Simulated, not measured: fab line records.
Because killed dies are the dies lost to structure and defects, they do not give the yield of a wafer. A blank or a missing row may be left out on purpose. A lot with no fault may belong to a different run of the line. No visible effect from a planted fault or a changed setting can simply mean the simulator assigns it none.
The tool behind it: which one? :: flow sky130 :: 11 lots with 33 wafers sampled at 5 steps, on a route of 708 steps

== WHAT THE GAUGES SHOWED, per wafer ==
SKY_METAL2_CD_MEAS_15 targets a cd of 140 nm. Usual: cd nm 139.7 nm, standard deviation 1.7.
lot: L402
measured: day 35 08:04
on: cd sem-01
cd nm (nm): 138.4 140.3 138.4
flag: 

lot: L403
measured: day 35 14:11
on: cd sem-02
cd nm (nm): 140.1 141.0 138.8
flag: 

lot: L405
measured: day 36 01:55
on: cd sem-01
cd nm (nm): 142.7 142.7 140.4
flag: 

lot: L406
measured: day 36 12:42
on: cd sem-02
cd nm (nm): 140.6 141.7 140.0
flag: 

lot: L410
measured: day 37 22:30
on: cd sem-01
cd nm (nm): 138.5 139.1 140.3
flag: 

lot: L411
measured: day 38 10:48
on: cd sem-01
cd nm (nm): 140.2 139.4 139.6
flag: 

lot: L416
measured: day 39 21:08
on: cd sem-01
cd nm (nm): 136.4 136.2 136.8
flag: 

lot: L417
measured: day 40 07:17
on: cd sem-02
cd nm (nm): 141.2 141.0 140.4
flag: 

lot: L419
measured: day 40 13:24
on: cd sem-02
cd nm (nm): 138.6 139.5 139.9
flag: 

lot: L420
measured: day 40 19:21
on: cd sem-01
cd nm (nm): 140.1 141.5 140.8
flag: 

lot: L424
measured: day 41 18:34
on: cd sem-01
cd nm (nm): 139.6 139.4 139.6
flag: 

SKY_CAPM_THK_MEAS_01. Usual: CAPM_CVD_00_THK typically reads 15.52 nm, with standard deviation 0.22.
lot: L402
measured: day 36 12:49
on: film metro-02
CAPM_CVD_00_THK (nm): 15.08 15.52 15.45
flag: 

lot: L403
measured: day 36 19:40
on: film metro-01
CAPM_CVD_00_THK (nm): 15.59 15.68 15.55
flag: 

lot: L405
measured: day 37 07:51
on: film metro-03
CAPM_CVD_00_THK (nm): 15.46 15.67 15.98
flag: 

lot: L406
measured: day 37 18:12
on: film metro-01
CAPM_CVD_00_THK (nm): 15.30 15.52 15.57
flag: 

lot: L410
measured: day 39 02:59
on: film metro-03
CAPM_CVD_00_THK (nm): 15.34 15.25 15.81
flag: 

lot: L411
measured: day 39 15:18
on: film metro-03
CAPM_CVD_00_THK (nm): 15.34 15.47 13.77
flag: OFF

lot: L416
measured: day 41 00:47
on: film metro-01
CAPM_CVD_00_THK (nm): 15.32 15.34 13.90
flag: OFF

lot: L417
measured: day 41 11:05
on: film metro-03
CAPM_CVD_00_THK (nm): 15.56 15.61 15.79
flag: 

lot: L419
measured: day 41 16:56
on: film metro-03
CAPM_CVD_00_THK (nm): 15.23 15.59 15.59
flag: 

lot: L420
measured: day 41 22:52
on: film metro-01
CAPM_CVD_00_THK (nm): 15.26 15.68 15.34
flag: 

lot: L424
measured: day 42 21:19
on: film metro-02
CAPM_CVD_00_THK (nm): 15.41 15.38 15.58
flag: 

== EACH LOT AND THE TOOL THAT RAN IT (in order: tool; ch and the chambers of the sampled wafers; start) ==
lot: L402
SKY_METAL2_SPUTTER_02: pvd sputter-04, day 34 05:02
SKY_VIA2_SPUTTER_20: pvd sputter-03, day 36 11:57
SKY_CAPM_CVD_00: pecvd-02 ch 0,1, day 36 12:47

lot: L403
SKY_METAL2_SPUTTER_02: pvd sputter-03, day 34 11:43
SKY_VIA2_SPUTTER_20: pvd sputter-01, day 36 18:47
SKY_CAPM_CVD_00: pecvd-04 ch 0,2, day 36 19:38

lot: L405
SKY_METAL2_SPUTTER_02: pvd sputter-03, day 34 23:31
SKY_VIA2_SPUTTER_20: pvd sputter-03, day 37 07:00
SKY_CAPM_CVD_00: pecvd-01 ch 1,2, day 37 07:50

lot: L406
SKY_METAL2_SPUTTER_02: pvd sputter-01, day 35 10:27
SKY_VIA2_SPUTTER_20: pvd sputter-01, day 37 17:21
SKY_CAPM_CVD_00: pecvd-02 ch 0,2, day 37 18:11

lot: L410
SKY_METAL2_SPUTTER_02: pvd sputter-03, day 36 20:28
SKY_VIA2_SPUTTER_20: pvd sputter-03, day 39 01:55
SKY_CAPM_CVD_00: pecvd-02 ch 0,2, day 39 02:58

lot: L411
SKY_METAL2_SPUTTER_02: pvd sputter-01, day 37 08:39
SKY_VIA2_SPUTTER_20: pvd sputter-02, day 39 14:27
SKY_CAPM_CVD_00: pecvd-02 ch 0,1,2, day 39 15:17

lot: L416
SKY_METAL2_SPUTTER_02: pvd sputter-03, day 38 19:58
SKY_VIA2_SPUTTER_20: pvd sputter-02, day 40 23:56
SKY_CAPM_CVD_00: pecvd-02 ch 0,1,2, day 41 00:46

lot: L417
SKY_METAL2_SPUTTER_02: pvd sputter-03, day 39 06:35
SKY_VIA2_SPUTTER_20: pvd sputter-01, day 41 10:13
SKY_CAPM_CVD_00: pecvd-01 ch 0,1,2, day 41 11:02

lot: L419
SKY_METAL2_SPUTTER_02: pvd sputter-04, day 39 13:16
SKY_VIA2_SPUTTER_20: pvd sputter-01, day 41 16:06
SKY_CAPM_CVD_00: pecvd-04 ch 1,2, day 41 16:55

lot: L420
SKY_METAL2_SPUTTER_02: pvd sputter-03, day 39 19:04
SKY_VIA2_SPUTTER_20: pvd sputter-02, day 41 22:00
SKY_CAPM_CVD_00: pecvd-01 ch 0,1, day 41 22:50

lot: L424
SKY_METAL2_SPUTTER_02: pvd sputter-04, day 40 17:43
SKY_VIA2_SPUTTER_20: pvd sputter-01, day 42 20:28
SKY_CAPM_CVD_00: pecvd-04 ch 0,2, day 42 21:17
- SKY_METAL2_SPUTTER_02: material AlCu, target thk 250 nm, time 13.3 s.
- SKY_VIA2_SPUTTER_20: material TiN, target thk 20 nm, time 80 s.
- SKY_CAPM_CVD_00: deposits SiO2, target thk 15.5 nm.

== WHAT THE TOOLS THEMSELVES READ (means of the sampled wafers that have a number; where no wafer has one, the mark that the record gives instead) ==
SKY_METAL2_SPUTTER_02. Usual: throttle valve pct 30.7 %, standard deviation 1.2.
lot: L402
tool: pvd sputter-04
throttle valve pct (%): 30.8
flag: 

lot: L403
tool: pvd sputter-03
throttle valve pct (%): 32.1
flag: 

lot: L405
tool: pvd sputter-03
throttle valve pct (%): 31.2
flag: 

lot: L406
tool: pvd sputter-01
throttle valve pct (%): 30.5
flag: 

lot: L410
tool: pvd sputter-03
throttle valve pct (%): 30.9
flag: 

lot: L411
tool: pvd sputter-01
throttle valve pct (%): 30.1
flag: 

lot: L416
tool: pvd sputter-03
throttle valve pct (%): 31.2
flag: 

lot: L417
tool: pvd sputter-03
throttle valve pct (%): 32.5
flag: 

lot: L419
tool: pvd sputter-04
throttle valve pct (%): 30.2
flag: 

lot: L420
tool: pvd sputter-03
throttle valve pct (%): 31.3
flag: 

lot: L424
tool: pvd sputter-04
throttle valve pct (%): 29.5
flag: 

SKY_VIA2_SPUTTER_20. Usual: throttle valve pct 30.8 %, standard deviation 1.3.
lot: L402
tool: pvd sputter-03
throttle valve pct (%): 29.7
flag: 

lot: L403
tool: pvd sputter-01
throttle valve pct (%): 31.2
flag: 

lot: L405
tool: pvd sputter-03
throttle valve pct (%): 30.7
flag: 

lot: L406
tool: pvd sputter-01
throttle valve pct (%): 30.5
flag: 

lot: L410
tool: pvd sputter-03
throttle valve pct (%): 30.7
flag: 

lot: L411
tool: pvd sputter-02
throttle valve pct (%): 30.5
flag: 

lot: L416
tool: pvd sputter-02
throttle valve pct (%): 31.3
flag: 

lot: L417
tool: pvd sputter-01
throttle valve pct (%): 30.1
flag: 

lot: L419
tool: pvd sputter-01
throttle valve pct (%): 31.3
flag: 

lot: L420
tool: pvd sputter-02
throttle valve pct (%): 31.1
flag: 

lot: L424
tool: pvd sputter-01
throttle valve pct (%): 30.0
flag: 

SKY_CAPM_CVD_00. Usual: heater power w 754 W, standard deviation 82.
lot: L402
tool: pecvd-02
heater power w (W): 742
flag: 

lot: L403
tool: pecvd-04
heater power w (W): 746
flag: 

lot: L405
tool: pecvd-01
heater power w (W): 722
flag: 

lot: L406
tool: pecvd-02
heater power w (W): 786
flag: 

lot: L410
tool: pecvd-02
heater power w (W): 768
flag: 

lot: L411
tool: pecvd-02
heater power w (W): 733
flag: 

lot: L416
tool: pecvd-02
heater power w (W): 657
flag: 

lot: L417
tool: pecvd-01
heater power w (W): 682
flag: 

lot: L419
tool: pecvd-04
heater power w (W): 713
flag: 

lot: L420
tool: pecvd-01
heater power w (W): 712
flag: 

lot: L424
tool: pecvd-04
heater power w (W): 678
flag: 

== THE ANSWER, worked out from the rows above alone ==
Rule: take the mean of a lot's wafers that have a number; if it is more than 3 standard deviations from the usual mean, the lot is off. Also off: a lot with no number at a reading for which 4 or more lots have one. Where the step has rows for the other lots, those lots are counted as sound. After the gauges, taken in route order, come the tools' own readings; for these a lot's mean is taken, as printed above. The first step at which some lot is off is used, and at that step the reading that is off furthest; a lot without a number counts as furthest.
Off: at SKY_CAPM_THK_MEAS_01 (CAPM_CVD_00_THK), L411, L416.
If a tool, at a process step before that reading, ran all the lots that are off and no sound lot after the first of them, it fits. Those tools and the gauges at SKY_CAPM_THK_MEAS_01 are tried in the same way. One fits: pecvd-02 at SKY_CAPM_CVD_00. A fault onset in the window from L410 (day 39 02:58, its last sound lot) to L411 (day 39 15:17, its first lot off) fits.

== WHAT THE SIMULATOR HAD INSERTED ==
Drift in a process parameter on pecvd-02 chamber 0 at SKY_CAPM_CVD_00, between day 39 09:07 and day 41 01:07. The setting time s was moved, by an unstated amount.
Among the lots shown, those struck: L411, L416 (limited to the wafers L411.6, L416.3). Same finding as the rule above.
